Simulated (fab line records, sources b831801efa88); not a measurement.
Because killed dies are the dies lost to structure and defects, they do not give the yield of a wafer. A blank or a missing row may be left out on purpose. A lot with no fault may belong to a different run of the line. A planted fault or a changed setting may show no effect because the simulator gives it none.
What tool caused it? | flow gf180mcu | 15 lots, 45 wafers sampled, at 2 steps of a route of 602

== WHAT THE GAUGES READ, wafer by wafer ==
GF_V2_CD_MEAS_14: the cd target is 260 nm. Usual: 260.4 nm for cdNm, sd 1.5.
lot  | measured     | on       | cdNm (nm)         | flag
L252 | day 20 10:31 | cdSem-01 | 260.1 261.2 262.2 | 
L253 | day 20 17:23 | cdSem-01 | 260.5 260.4 259.4 | 
L255 | day 21 04:42 | cdSem-01 | 261.4 262.2 262.5 | 
L254 | day 21 05:22 | cdSem-02 | 260.6 261.3 261.5 | 
L256 | day 21 22:32 | cdSem-01 | 259.1 258.9 259.3 | 
L258 | day 22 07:46 | cdSem-01 | 260.8 259.2 260.2 | 
L261 | day 23 15:55 | cdSem-02 | 260.9 260.4 259.6 | 
L262 | day 23 18:14 | cdSem-02 | 261.2 260.4 261.4 | 
L264 | day 24 10:44 | cdSem-01 | 262.9 262.6 262.3 | 
L265 | day 24 20:40 | cdSem-02 | 260.2 260.6 260.2 | 
L266 | day 25 00:11 | cdSem-01 | 260.2 259.8 259.8 | 
L268 | day 25 13:46 | cdSem-02 | 261.3 261.0 261.2 | 
L270 | day 26 13:17 | cdSem-01 | 260.7 260.2 260.7 | 
L272 | day 27 09:46 | cdSem-02 | 259.8 260.1 259.8 | 
L274 | day 27 20:46 | cdSem-01 | 259.4 259.5 259.5 | 

== EACH LOT AND THE TOOL THAT RAN IT (in order: tool; ch and the chambers of the sampled wafers; start) ==
lot  | GF_M2_SPUTTER_04
L252 | pvdSputter-03, day 18 08:43
L253 | pvdSputter-01, day 18 16:32
L255 | pvdSputter-04, day 19 03:04
L254 | pvdSputter-01, day 19 03:51
L256 | pvdSputter-04, day 19 21:46
L258 | pvdSputter-04, day 20 08:08
L261 | pvdSputter-03, day 21 16:41
L262 | pvdSputter-04, day 21 19:08
L264 | pvdSputter-03, day 22 12:25
L265 | pvdSputter-01, day 22 21:52
L266 | pvdSputter-04, day 23 02:41
L268 | pvdSputter-04, day 23 15:53
L270 | pvdSputter-03, day 24 16:19
L272 | pvdSputter-04, day 25 14:40
L274 | pvdSputter-03, day 26 01:07
- GF_M2_SPUTTER_04: material TiN, target thk 50 nm, time 41.7 s.

== WHAT THE TOOLS THEMSELVES READ (means of the sampled wafers that have a number; where no wafer has one, the mark that the record gives instead) ==
GF_M2_SPUTTER_04. Usual: 29.9 % for throttleValvePct, sd 1.3.
lot  | tool          | throttleValvePct (%) | flag
L252 | pvdSputter-03 | 29.7                 | 
L253 | pvdSputter-01 | 31.1                 | 
L255 | pvdSputter-04 | 28.7                 | 
L254 | pvdSputter-01 | 29.8                 | 
L256 | pvdSputter-04 | 29.1                 | 
L258 | pvdSputter-04 | 28.2                 | 
L261 | pvdSputter-03 | 29.8                 | 
L262 | pvdSputter-04 | 29.8                 | 
L264 | pvdSputter-03 | 30.4                 | 
L265 | pvdSputter-01 | 31.3                 | 
L266 | pvdSputter-04 | 29.8                 | 
L268 | pvdSputter-04 | 28.8                 | 
L270 | pvdSputter-03 | 30.0                 | 
L272 | pvdSputter-04 | 28.7                 | 
L274 | pvdSputter-03 | 30.3                 | 

== THE ANSWER, worked out from the rows above alone ==
Rule: a lot counts as off when the mean over its wafers that have a number is more than 3 standard deviations away from the usual mean. A lot without any number at a reading at which 4 lots or more have one is off too. All remaining lots with rows at the step are treated as sound. Order of review: gauges by route order, followed by the tools' own readings, for which a lot's mean as printed above is used. The first step at which some lot is off is used, and at that step the reading that is off furthest; a lot without a number counts as furthest.
No lot is off on any of the readings shown, so nothing can be concluded from this.

== WHAT THE SIMULATOR PUT IN ==
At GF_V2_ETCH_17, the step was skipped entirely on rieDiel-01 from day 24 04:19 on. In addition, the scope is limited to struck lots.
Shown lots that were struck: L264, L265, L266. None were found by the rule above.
